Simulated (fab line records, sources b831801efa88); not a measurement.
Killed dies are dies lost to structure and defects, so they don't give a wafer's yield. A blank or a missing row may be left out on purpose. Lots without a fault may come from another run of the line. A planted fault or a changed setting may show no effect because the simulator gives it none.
Chamber matching | flow sky130 | SKY_FIELD_ISO_ETCH_15 on rie_diel-02: 4 sister chambers
The step etches the open film in CHF3/O2, stops on Si, target depth 180 nm, time 72 s. 4 wafers are shown with their chamber, then 7 later ones without.

WAFERS WITH THEIR CHAMBER
wafer  | chamber | drypump_motor_current_A (A)
L136.3 | 3       | 6.0
L136.6 | 1       | 6.1
L142.1 | 2       | 6.1
L142.4 | 0       | 6.0

WAFERS WITHOUT THEIR CHAMBER
wafer  | drypump_motor_current_A (A)
L142.5 | 6.0
L143.1 | 5.9
L143.2 | 6.1
L143.4 | 6.1
L149.2 | 6.0
L149.5 | 6.1
L149.6 | 6.1

WHICH CHAMBER EACH WENT THROUGH
wafer  | from the rows above     | in truth
L142.5 | can't be placed: 0 or 3 | 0
L143.1 | can't be placed: 0 or 3 | 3
L143.2 | can't be placed: 1 or 2 | 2
L143.4 | can't be placed: 1 or 2 | 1
L149.2 | can't be placed: 0 or 3 | 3
L149.5 | can't be placed: 1 or 2 | 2
L149.6 | can't be placed: 1 or 2 | 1
Placed correctly: 0 of 7. Can't be placed from these rows: 7 (the true chamber is among the candidates in 7). Placed wrongly: 0.
How it was worked out, from the rows above alone: a wafer's distance from a chamber is the root of the sum, over the readings, of the square of ((its reading less the chamber's mean) divided by the reading's scatter). The wafer belongs to the nearest chamber; if the next one is less than 2 further off, it can't be placed. A chamber's mean is the mean of its shown wafers. The scatter: with one shown wafer a chamber, the root of the mean of the squares of how far each hidden wafer lies from its nearest shown one.
